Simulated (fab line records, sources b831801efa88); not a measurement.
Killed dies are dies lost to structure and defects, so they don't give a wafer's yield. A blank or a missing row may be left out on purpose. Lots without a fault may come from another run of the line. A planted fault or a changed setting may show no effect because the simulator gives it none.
fab line records | flow sfq_line
record lots=6 wafers=18 last_day=86
route steps=325 shown M5@198 A5B@209
lots that met no fault: from a run of the same line without faults
start_h: hours from the record's first day to the start of the lot's first wafer shown | wait_h: hours since the lot's step before | " the same as in the row above | L1.1+2: a row that stands for several wafers | - no value, or no start given | * or withheld: withheld | < > ~ a bound
route shown NAME@n: a module of which the file shows steps, and the number in the route of the first | usual: mean/standard deviation of fault-free wafers | same: alike in all rows | chamber/n: place in a boat | sites: the reading at each site | _std_site: their standard deviation | _edge_site: outer sites' mean less inner sites' | radius_mm: how far each site lies from the wafer's centre | mask NAME#n: copy n | behind: the tool/chamber that last shaped the wafer | hold: why the lot was held/for how many hours/how that ended | device: the transistor (n, p or np) that didn't switch | end of line: the same wafers' tests at the end of the route | a step without rows: its recipe alone | killed: dies lost to structure and defects at the first sort, not the wafer's yield | map: a wafer's dies, x killed, . not, _ none there
set.NAME: the setting as run; set.NAME@STEP: as run at that earlier step | model.NAME: the simulator's own value behind a step, which no gauge read
lots at some steps of the route; a table a step, a row a wafer
services: from which hour (start_h, from the record's first day; less than 0 if before it) a tool's chamber was out of use, for how many hours, and why
## steps
# step SFQ_TRILAYER_M5_LITHO_COAT_128
# recipe resist=BARC spin_rpm=3000 resist_thk_nm=62
# step SFQ_TRILAYER_M5_LITHO_COAT_123
# recipe resist=KrF spin_rpm=3000 resist_thk_nm=600
# step SFQ_TRILAYER_M5_LITHO_SOFTBAKE_127
# recipe temp_c=withheld time_s=withheld resist=KrF
# step SFQ_TRILAYER_M5_LITHO_EXPOSE_124
# recipe mask_id=M5 na=0.6 source_shape=conventional sigma_outer=0.65 target_cd_nm=700 dose_mj=14.4
# step SFQ_TRILAYER_M5_LITHO_PEB_126
# recipe peb_temp_c=115 peb_time_s=60 resist=KrF
# step SFQ_TRILAYER_M5_LITHO_DEVELOP_125
# recipe time_s=60 resist=KrF
# step SFQ_M5_OVL_MEAS_932
# usual M5_OVL=-3/7.1
# columns lot.wafer tool chamber start_h wait_h M5_OVL[nm]
L742.3 overlay-02 - 1252.09 0.1 2
L742.4 " - " " -4
L742.6 " - " " -6
L745.2 overlay-02 - 1265.28 0.1 -18
L745.3 " - " " -20
L745.5 " - " " -19
L748.1 overlay-02 - 1439.00 0.1 -4
L748.4 " - " " -9
L748.5 " - " " -5
L753.1 overlay-01 - 1451.95 0.1 2
L753.3 " - " " 0
L753.5 " - " " 4
L760.1 overlay-02 - 1476.38 0.1 -1
L760.3 " - " " -2
L760.6 " - " " -4
L761.1 overlay-02 - 1510.28 0.1 -4
L761.4 " - " " -5
L761.5 " - " " -8
# step SFQ_TRILAYER_M5_BARC_OPEN_METAL_ETCH_161
# recipe mask_material=PR chemistry=O2 target_depth_nm=125 target=BARC icp_w=600 bias_w=80 pressure_mtorr=10 time_s=41.7
# usual drypump_motor_current_A=5.8/0.42 he_backside_leak_sccm=3.4/0.33 oes_product_au=0.685/0.0043
# columns lot.wafer tool chamber start_h wait_h drypump_motor_current_A he_backside_leak_sccm oes_product_au rf_hours_counter_h
L742.3 rie_metal-01 1 1252.13 0.0 5.3 3.3 0.685 -
L742.4 " 0 " " 5.6 3.8 0.683 -
L742.6 " 0 " " 5.6 3.7 0.685 -
L745.2 rie_metal-04 0 1265.31 0.0 5.7 3.3 0.687 120
L745.3 " 0 " " 5.7 3.3 0.689 -
L745.5 " 1 " " 5.6 3.5 0.687 -
L748.1 rie_metal-04 0 1439.03 0.0 5.7 3.1 0.688 15
L748.4 " 0 " " 5.7 3.1 0.687 -
L748.5 " 0 " " 5.7 3.1 0.690 -
L753.1 rie_metal-04 0 1451.99 0.0 5.7 3.2 0.683 19
L753.3 " 0 " " 5.7 3.1 0.683 -
L753.5 " 0 " " 5.7 3.0 0.683 -
L760.1 rie_metal-01 0 1476.41 0.0 5.6 3.3 0.679 24
L760.3 " 1 " " 5.3 3.1 0.681 -
L760.6 " 0 " " 5.6 3.4 0.686 -
L761.1 rie_metal-03 1 1510.31 0.0 6.6 3.7 0.673 132
L761.4 " 1 " " 6.6 3.5 0.677 -
L761.5 " 0 " " 6.2 3.5 0.684 -
# step SFQ_TRILAYER_M5_ETCH_METAL_ETCH_126
# recipe target=Nb stop_on=SiO2 mask_material=PR over_etch_frac=0.15 time_s=203.2 chemistry=Cl2/BCl3 target_depth_nm=265 icp_w=600 bias_w=80 pressure_mtorr=10
# usual drypump_motor_current_A=5.8/0.42 he_backside_leak_sccm=3.44/0.2 oes_product_au=0.729/0.0069
# columns lot.wafer tool chamber start_h wait_h drypump_motor_current_A he_backside_leak_sccm oes_product_au rf_hours_counter_h
L742.3 rie_metal-01 1 1252.23 0.1 5.3 3.21 0.734 -
L742.4 " 0 " " 5.6 3.50 0.731 -
L742.6 " 0 " " 5.6 3.79 0.739 -
L745.2 rie_metal-04 0 1265.37 0.0 5.7 3.17 0.730 120
L745.3 " 0 " " 5.7 3.20 0.735 -
L745.5 " 1 " " 5.5 3.61 0.741 -
L748.1 rie_metal-04 0 1439.15 0.1 5.7 3.10 0.726 15
L748.4 " 0 " " 5.7 3.12 0.726 -
L748.5 " 0 " " 5.7 3.18 0.722 -
L753.1 rie_metal-04 0 1452.11 0.1 5.7 3.21 0.722 19
L753.3 " 0 " " 5.7 3.20 0.721 -
L753.5 " 0 " " 5.7 3.31 0.721 -
L760.1 rie_metal-01 0 1476.47 0.0 5.6 3.55 0.727 24
L760.3 " 1 " " 5.3 3.06 0.730 -
L760.6 " 0 " " 5.6 3.63 0.728 -
L761.1 rie_metal-03 1 1510.37 0.0 6.6 3.69 0.725 132
L761.4 " 1 " " 6.6 3.65 0.725 -
L761.5 " 0 " " 6.2 3.54 0.730 -
# step SFQ_TRILAYER_M5_STRIP_STRIP_127
# recipe gas=O2 power_w=200 platen_temp_c=40 overash_fraction=0.65 chemistry=O2 pressure_mtorr=50
# usual drypump_motor_current_A=5.8/0.42 he_backside_leak_sccm=3.46/0.3 oes_product_au=0.993/0.016
# same overash_fraction=0.65
# columns lot.wafer tool chamber start_h wait_h drypump_motor_current_A he_backside_leak_sccm oes_product_au rf_hours_counter_h
L742.3 rie_metal-01 1 1252.56 0.3 5.3 3.24 1.008 -
L742.4 " 0 " " 5.6 3.58 1.002 -
L742.6 " 0 " " 5.6 3.28 0.997 -
L745.2 rie_metal-04 0 1265.56 0.1 5.7 3.28 0.972 120
L745.3 " 0 " " 5.7 3.11 0.964 -
L745.5 " 1 " " 5.6 3.49 0.998 -
L748.1 rie_metal-04 0 1439.54 0.3 5.7 3.29 0.966 15
L748.4 " 0 " " 5.7 3.10 0.968 -
L748.5 " 0 " " 5.7 3.20 0.973 -
L753.1 rie_metal-04 0 1452.50 0.3 5.7 3.20 0.969 20
L753.3 " 0 " " 5.7 3.31 0.968 -
L753.5 " 0 " " 5.7 3.08 0.979 -
L760.1 rie_metal-01 0 1476.67 0.1 5.6 3.49 1.001 24
L760.3 " 1 " " 5.3 3.67 0.996 -
L760.6 " 0 " " 5.6 3.59 1.008 -
L761.1 rie_metal-03 1 1510.57 0.1 6.6 3.60 1.000 133
L761.4 " 1 " " 6.6 3.66 0.996 -
L761.5 " 0 " " 6.2 3.51 1.006 -
# step SFQ_TRILAYER_M5_STRIP_SOLV_CLEAN_128
# recipe chemistry=NMP temp_c=70 time_s=600
# step SFQ_TRILAYER_A5B_DEP_PECVD_129
# recipe material=SiO2 temp_c=150 time_s=133.33 pressure_torr=2.4 rf_w=183.3 precursor=SiH4/N2O target_thk_nm=600
# usual heater_power_outer_w=31/7.1 heater_power_w=86/16 throttle_valve_pct=24.3/0.86
# columns lot.wafer tool chamber start_h wait_h heater_power_outer_w heater_power_w throttle_valve_pct
L742.3 pecvd-02 0 1253.14 0.0 28 77 25.5
L742.4 " 0 " " 31 81 25.6
L742.6 " 1 " " 33 84 24.6
L745.2 pecvd-02 1 1266.34 0.0 32 87 24.5
L745.3 " 0 " " 29 78 25.4
L745.5 " 0 " " 31 79 25.7
L748.1 pecvd-01 2 1440.92 0.0 27 85 24.9
L748.4 " 1 " " 38 104 24.8
L748.5 " 2 " " 30 88 24.7
L753.1 pecvd-01 0 1453.89 0.0 20 56 23.6
L753.3 " 1 " " 40 109 24.6
L753.5 " 2 " " 34 94 24.6
L760.1 pecvd-01 1 1477.44 0.0 44 112 24.5
L760.3 " 0 " " 22 57 23.8
L760.6 " 2 " " 30 91 24.8
L761.1 pecvd-02 0 1511.34 0.0 29 76 25.4
L761.4 " 0 " " 31 80 25.3
L761.5 " 2 " " 40 111 24.4
# step SFQ_TRILAYER_A5B_CMP_CMP_130
# recipe stop_on=Nb down_force_psi=3 platen_rpm=60 target_thk_nm=340.7
# usual motor_current_A=10.0/0.57 platen_rpm=60.00/0.04 slurry_filter_dp_kPa=13.49/0.13 slurry_flow_ml_min=150.0/0.45
# columns lot.wafer tool chamber start_h wait_h motor_current_A platen_rpm slurry_filter_dp_kPa slurry_flow_ml_min
L742.4 cmp-01 1 1259.48 6.3 10.6 59.99 13.63 150.6
L742.3 " 3 1260.48 7.3 9.0 59.97 13.38 149.6
L742.6 " 0 " " 10.6 60.02 13.56 150.1
L745.2 cmp-02 1 1279.36 13.0 10.0 59.96 13.44 149.7
L745.3 " 2 " " 10.9 60.00 13.55 150.2
L745.5 " 1 1281.36 14.9 10.1 59.97 13.57 149.3
L748.1 cmp-02 0 1441.51 0.5 9.3 66.02 13.40 150.1
L748.4 " 1 " " 9.9 65.96 13.53 149.8
L748.5 " 0 1443.51 2.5 10.2 65.93 13.57 149.8
L753.1 cmp-02 3 1464.15 10.2 9.4 65.99 13.43 149.7
L753.3 " 0 " " 9.6 65.99 13.26 150.0
L753.5 " 3 1466.15 12.2 9.6 66.10 13.71 150.2
L760.1 cmp-01 1 1488.06 10.6 10.1 59.99 13.46 149.4
L760.3 " 2 " " 10.1 60.05 13.40 149.9
L760.6 " 3 " " 9.8 59.92 13.38 149.1
L761.4 cmp-02 2 1520.03 8.6 11.2 60.05 13.51 149.8
L761.1 " 3 " " 9.4 59.94 13.49 151.0
L761.5 " 3 1522.53 11.1 9.5 59.90 13.65 150.1
# step SFQ_TRILAYER_A5B_METRO_MEASURE_131
# usual thk_nm=340/6.4
# columns lot.wafer tool chamber start_h wait_h thk_nm
L742.3 film_metro-04 - 1262.38 1.4 336
L742.4 " - " " 351
L742.6 " - " " 344
L745.2 film_metro-03 - 1282.56 2.7 335
L745.3 " - " " 346
L745.5 " - " " 338
L748.1 film_metro-03 - 1444.01 2.0 333
L748.4 " - " " 330
L748.5 " - " " 333
L753.1 film_metro-03 - 1467.15 2.5 341
L753.3 " - " " 346
L753.5 " - " " 339
L760.1 film_metro-03 - 1490.06 1.5 350
L760.3 " - " " 345
L760.6 " - " " 333
L761.1 film_metro-03 - 1523.03 2.0 335
L761.4 " - " " 341
L761.5 " - " " 334
## services
# columns tool chamber start_h hours kind
cmp-01 - 1238.87 7.1 repair
pecvd-02 - 1245.70 2.3 repair
film_metro-03 - 1279.59 0.6 pm
rie_metal-03 0 1335.98 4.6 repair
rie_metal-04 - 1338.10 15.6 pm
pecvd-01 - 1384.18 14.6 pm
rie_metal-01 1 1386.96 23.0 repair
film_metro-03 - 1389.99 6.4 pm
film_metro-03 - 1396.39 0.8 pm
rie_metal-03 - 1406.32 1.4 pm
rie_metal-04 1 1412.25 45.4 repair
film_metro-03 - 1414.01 12.9 pm
cmp-02 - 1435.68 4.0 pm
cmp-02 - 1444.01 10.5 pm
film_metro-03 - 1447.12 0.7 pm
pecvd-02 - 1447.58 0.8 repair
cmp-02 - 1454.55 6.6 pm
rie_metal-01 - 1466.96 1.0 repair
cmp-02 - 1471.14 2.3 repair
film_metro-03 - 1474.84 3.6 repair
cmp-02 - 1488.47 4.4 pm
pecvd-02 - 1489.51 1.6 repair
cmp-02 - 1507.58 3.4 repair
pecvd-02 - 1520.35 2.3 repair
## key
first_sign step=SFQ_TRILAYER_A5B_CMP_CMP_130 reading=platen_rpm direction=up sigmas=99+ usual=60.00 struck=66.00
effect none on later readings
met_at SFQ_TRILAYER_A5B_CMP_CMP_130
struck_wafers L748.1,L748.4,L748.5,L753.1,L753.3,L753.5
onset_between 1279.36 1441.51
fault kind=process_parameter_drift tool=cmp-02 chamber=- onset_h=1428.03 steps=SFQ_TRILAYER_A5B_CMP_CMP_130 channel=platen_rpm offset=6 shape=step end_h=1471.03 acts_in=these_recipes_only stated=60
